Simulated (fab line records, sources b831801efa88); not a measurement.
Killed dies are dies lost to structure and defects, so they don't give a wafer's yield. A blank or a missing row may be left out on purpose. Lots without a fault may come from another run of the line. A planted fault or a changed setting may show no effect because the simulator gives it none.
Which tool did it? | flow sky130 | 13 lots, 37 wafers sampled, at 3 steps of a route of 708

WHAT THE GAUGES READ, wafer by wafer
SKY_VT_ADJUST_LVTN_OVL_MEAS_18. Usual: VT_ADJUST_LVTN_01_OVL 0.7 nm, standard deviation 1.2.
lot  | measured     | on         | VT_ADJUST_LVTN_01_OVL (nm) | flag
L148 | day 7 22:07  | overlay-02 | 1.9 0.2 0.4                |
L149 | day 8 06:43  | overlay-02 | 3.0 0.6 2.5                |
L151 | day 9 03:02  | overlay-02 | 2.4 1.3 1.1                |
L153 | day 9 15:23  | overlay-01 | 2.2 0.0 0.2                |
L156 | day 10 07:14 | overlay-02 | 1.7 1.3 0.5                |
L160 | day 11 02:44 | overlay-02 | 0.6 0.0                    |
L161 | day 11 09:08 | overlay-02 | 2.0 2.3 2.0                |
L162 | day 11 15:13 | overlay-02 | 0.2 -0.8                   |
L163 | day 12 02:38 | overlay-02 | 1.9 2.0 2.2                |
L164 | day 12 03:25 | overlay-01 | -1.0 -0.3 -1.0             |
L166 | day 13 01:29 | overlay-01 | 0.0 2.0 0.8                |
L168 | day 13 16:01 | overlay-02 | -1.1 1.7 0.2               |
L170 | day 14 00:10 | overlay-02 | 1.5 2.1 0.7                |

SKY_POLY_GATE_THK_MEAS_21. Usual: POLY_GATE_OXIDATION_THK 4.01 nm, standard deviation 0.088.
lot  | measured     | on            | POLY_GATE_OXIDATION_THK (nm) | flag
L148 | day 16 19:49 | film_metro-01 | 3.95 3.87 3.85               |
L149 | day 17 23:03 | film_metro-01 | 3.99 4.11 4.03               |
L151 | day 19 00:59 | film_metro-03 | 3.84 3.84 4.00               |
L153 | day 19 02:17 | film_metro-04 | 4.10 4.08 4.00               |
L156 | day 20 02:18 | film_metro-03 | 3.96 4.05 4.03               |
L160 | day 20 23:20 | film_metro-04 | 3.99 3.94                    |
L161 | day 21 08:08 | film_metro-04 | 4.02 4.02 3.97               |
L162 | day 21 13:01 | film_metro-04 | 4.07 4.13                    |
L163 | day 21 22:08 | film_metro-01 | 4.05 3.95 4.03               |
L164 | day 22 01:16 | film_metro-03 | 3.87 3.98 3.99               |
L166 | day 23 16:20 | film_metro-04 | 4.12 4.11 4.06               |
L168 | day 24 01:23 | film_metro-04 | 4.02 4.04 3.95               |
L170 | day 24 04:02 | film_metro-04 | 4.09 4.14 4.21               |

WHICH TOOL RAN EACH LOT (tool, then ch and the chambers of the sampled wafers, then the start)
lot  | SKY_VT_ADJUST_LVTN_STRIP_20
L148 | plasma_asher-01 ch 0,1, day 7 22:18
L149 | plasma_asher-01 ch 0,1, day 8 06:54
L151 | plasma_asher-03 ch 0,1, day 9 03:13
L153 | plasma_asher-03 ch 0,1, day 9 15:34
L156 | plasma_asher-03 ch 0,1, day 10 07:26
L160 | plasma_asher-01 ch 0,1, day 11 02:55
L161 | plasma_asher-03 ch 0,1, day 11 09:20
L162 | plasma_asher-04 ch 0,1, day 11 15:24
L163 | plasma_asher-04 ch 0,1, day 12 02:50
L164 | plasma_asher-04 ch 0,1, day 12 03:37
L166 | plasma_asher-01 ch 0,1, day 13 01:41
L168 | plasma_asher-03 ch 0,1, day 13 16:12
L170 | plasma_asher-04 ch 0,1, day 14 00:21
- SKY_VT_ADJUST_LVTN_STRIP_20: strips in O2/N2.

WHAT THE TOOLS THEMSELVES READ (means of the sampled wafers that have a number; where no wafer has one, the mark that the record gives instead)
SKY_VT_ADJUST_LVTN_STRIP_20. Usual: drypump_motor_current_A 5.8 A, standard deviation 0.6; n2_flow_sccm 299.9 sccm, standard deviation 0.88; oes_product_au 0.716 a.u., standard deviation 0.0043; strip_time_to_endpoint_s 14.16 s, standard deviation 0.034.
lot  | tool            | drypump_motor_current_A (A) | n2_flow_sccm (sccm) | oes_product_au (a.u.) | strip_time_to_endpoint_s (s) | flag
L148 | plasma_asher-01 | 5.5                         | 299.8               | 0.713                 | 14.14                        |
L149 | plasma_asher-01 | 5.5                         | 299.7               | 0.718                 | 14.20                        |
L151 | plasma_asher-03 | 6.0                         | 299.9               | 0.716                 | 14.14                        |
L153 | plasma_asher-03 | 5.9                         | 299.7               | 0.713                 | 14.18                        |
L156 | plasma_asher-03 | 5.9                         | 299.2               | 0.714                 | 14.19                        |
L160 | plasma_asher-01 | 5.7                         | 299.1               | 0.712                 | 14.19                        |
L161 | plasma_asher-03 | 5.9                         | 299.2               | 0.717                 | 14.18                        |
L162 | plasma_asher-04 | 5.8                         | 301.8               | 0.718                 | 14.13                        |
L163 | plasma_asher-04 | 5.6                         | 299.8               | 0.717                 | 14.20                        |
L164 | plasma_asher-04 | 6.1                         | 299.6               | 0.716                 | 14.19                        |
L166 | plasma_asher-01 | 5.8                         | 299.2               | 0.717                 | 14.11                        |
L168 | plasma_asher-03 | 6.1                         | 300.3               | 0.714                 | 14.17                        |
L170 | plasma_asher-04 | 5.6                         | 301.1               | 0.721                 | 14.18                        |

THE ANSWER, worked out from the rows above alone
Rule: a lot is off if the mean of its wafers that have a number lies more than 3 standard deviations from the usual mean. A lot without any number at a reading at which 4 lots or more have one is off too. The other lots that the step has rows for count as sound. The gauges are gone through in route order, then the tools' own readings, and for those a lot's mean is taken as printed above. The first step at which some lot is off is used, and at that step the reading that is off furthest; a lot without a number counts as furthest.
No lot is off at any reading shown: from this, nothing can be told.

WHAT THE SIMULATOR HAD PUT IN
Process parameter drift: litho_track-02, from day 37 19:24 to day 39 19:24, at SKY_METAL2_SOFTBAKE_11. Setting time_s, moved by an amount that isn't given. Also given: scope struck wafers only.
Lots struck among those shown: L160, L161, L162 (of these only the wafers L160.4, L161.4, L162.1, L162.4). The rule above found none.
